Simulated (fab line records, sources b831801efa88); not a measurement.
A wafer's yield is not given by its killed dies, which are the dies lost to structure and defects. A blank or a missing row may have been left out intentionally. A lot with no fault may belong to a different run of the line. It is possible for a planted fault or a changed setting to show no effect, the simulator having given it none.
A struck lot beside a sound one ; flow sky130 ; 36 steps out of a route of 708
Sound: the wafers L105.2, L105.4, L105.6. Wafers struck: L104.1, L104.2, L104.4. Last of all comes the cause.
At each step with rows: each side's tool, then ch and its chambers, then its first start. Under that, the readings that differ: sound wafers ; struck wafers ; difference of the means ; sigmas: that difference in standard deviations of wafers without a fault.
alike: a reading whose means differ by less than 2 such deviations, as well as words and numbers matching on both sides. not compared: withheld readings; readings where some wafer has no value; bounds like >300 that might hide an equal value; numbers whose values overlap and for which the record gives no deviation.
A row with sigmas, a row that says differs or no value, or rows on one side alone: a step with any of these is where the two part. Non-overlapping numbers with no deviation appear without sigmas and do not part them. Lack of a reading on every wafer of one side parts them only where that side has two or more wafers.

first, 10 steps without rows for these wafers: SKY_POLY_CUT_ETCH_10 (etches BARC in N2/H2, stops on SiO2, time 45.9 s, target depth 60 nm); SKY_POLY_CUT_ETCH_11 (etches Si3N4 in CF4/CH2F2/Ar, stops on poly-Si, time 42.5 s, target depth 60 nm); SKY_POLY_CUT_STRIP_12 (strips in O2/N2); SKY_SD_P_DEHYDRATE_00 (time 60 s); SKY_SD_P_HMDS_01 (prime time 60 s); SKY_SD_P_COAT_02 (resist thk 1140 nm); SKY_SD_P_SOFTBAKE_03 (time 60 s); SKY_SD_P_EXPOSE_04 (exposes mask PSDM, target cd 380 nm); SKY_SD_P_PEB_05; SKY_SD_P_DEVELOP_06 (develop time 60 s).
SKY_SD_P_IMPLANT_09:
  sound on implanter-01 ch 0, day 30 09:08; struck on implanter-03 ch 0, day 29 00:29
reading;sound;struck;difference;sigmas
beam_energy_keV;19.993 20.000 20.001;14.037 14.026 14.027;-5.968;-99 or more
model.implant.rp_nm (nm);17.65 17.65 17.65;12.66 12.66 12.66;-4.99;
model.implant.drp_nm (nm);9.746 9.746 9.746;7.593 7.593 7.593;-2.153;
  alike: dose_ions_cm2
SKY_SD_P_STRIP_10: strips in O2/N2.
  sound on plasma_asher-02 ch 1, day 30 09:23; struck on plasma_asher-04 ch 0,1, day 29 00:38
reading;sound;struck;difference;sigmas
oes_product_au (a.u.);0.619 0.616 0.610;0.641 0.640 0.635;+0.024;+5
strip_time_to_endpoint_s (s);17.52 17.52 17.52;16.59 16.57 16.59;-0.94;-29
  alike: drypump_motor_current_A
  not compared: rf_hours_counter_h
SKY_SD_P_TW_MEAS_11:
  sound on film_metro-01, day 30 09:29; struck on film_metro-04, day 29 00:44
reading;sound;struck;difference;sigmas
SD_P_TW;2837 2835 2838;2580 2572 2571;-262;-20
then, 21 steps without rows for these wafers: SKY_RES_XHIGH_DEHYDRATE_00 (time 60 s); SKY_RES_XHIGH_HMDS_01 (prime time 60 s); SKY_RES_XHIGH_COAT_02 (resist thk 1140 nm); SKY_RES_XHIGH_SOFTBAKE_03 (time 60 s); SKY_RES_XHIGH_EXPOSE_04 (exposes mask URPM, target cd 1270 nm); SKY_RES_XHIGH_PEB_05; SKY_RES_XHIGH_DEVELOP_06 (develop time 60 s); SKY_RES_XHIGH_IMPLANT_07; SKY_RES_XHIGH_STRIP_08 (strips in O2/N2); SKY_SD_N_DEHYDRATE_00 (time 60 s); SKY_SD_N_HMDS_01 (prime time 60 s); SKY_SD_N_COAT_02 (resist thk 1140 nm); SKY_SD_N_SOFTBAKE_03 (time 60 s); SKY_SD_N_EXPOSE_04 (exposes mask NSDM, target cd 380 nm); SKY_SD_N_PEB_05; SKY_SD_N_DEVELOP_06 (develop time 60 s); SKY_SD_N_IMPLANT_09; SKY_SD_N_IMPLANT_10; SKY_SD_N_STRIP_11 (strips in O2/N2); SKY_SD_N_CLEAN_13 (cleans in SC1/SC2, time 150 s); SKY_SD_N_RTA_14 (time 2 s).
-- the record jumps here: 2 days lie between the struck wafers' starts before and after --
SKY_SD_N_RS_MEAS_17: uses a four-point probe to measure.
  sound on film_metro-01, day 32 17:00; struck on film_metro-04, day 31 09:01
reading;sound;struck;difference;sigmas
SD_P_RS (ohm/sq);146.9 147.6 147.6;170.5 170.0 169.5;+22.6;+55
-- here the record skips 17 days between the struck wafers' starts before and after, leaving off in module SD_N and picking up in module PAD_OPEN (first step shown: number 708 of the route) --
SKY_PAD_OPEN_PROBE_99:
  sound on prober-02, day 49 03:30; struck on prober-02, day 48 06:35
reading;sound;struck;difference;sigmas
model.etest.pfet_01v8.r_on_ohm_um;2865 2873 2903;3142 3140 3165;+269;
model.etest.res_pdiff.line_ohm_um;1333 1362 1358;1578 1566 1562;+218;
model.etest.pfet_g5v0d10v5.r_on_ohm_um;4792 4665 4674;4886 4968 4918;+214;
model.etest.res_pdiff_hv.rs_ohm_sq;190.7 189.9 191.2;234.8 237.3 235.8;+45.4;
model.etest.res_pdiff.rs_ohm_sq;194.7 197.6 197.1;229.9 229.5 230.4;+33.5;
model.etest.pfet_01v8.drive_ua_um;195.5 192.9 193.1;176.9 175.8 173;-18.6;
model.etest.pfet_01v8_hvt.drive_ua_um;145.1 144.2 142.4;131 131.2 127.8;-14;
model.etest.sram_pfet_latch.drive_ua_um;144 144.8 149;134.4 126.9 125.5;-17.0;
  alike: killed_at_M0_to_M3, killed_at_M4_up, killed_at_contacts, killed_at_front_end, killed_at_other, killed_dies, killed_open, killed_short

WHERE THEY PART
At SKY_SD_P_IMPLANT_09 first; at SKY_SD_N_RS_MEAS_17 last (within this record only). Later steps at which nothing parts them and some readings are alike: SKY_PAD_OPEN_PROBE_99.

WHY: what the simulator had put in
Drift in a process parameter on implanter-03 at SKY_SD_P_IMPLANT_09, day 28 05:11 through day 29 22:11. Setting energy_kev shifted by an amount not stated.
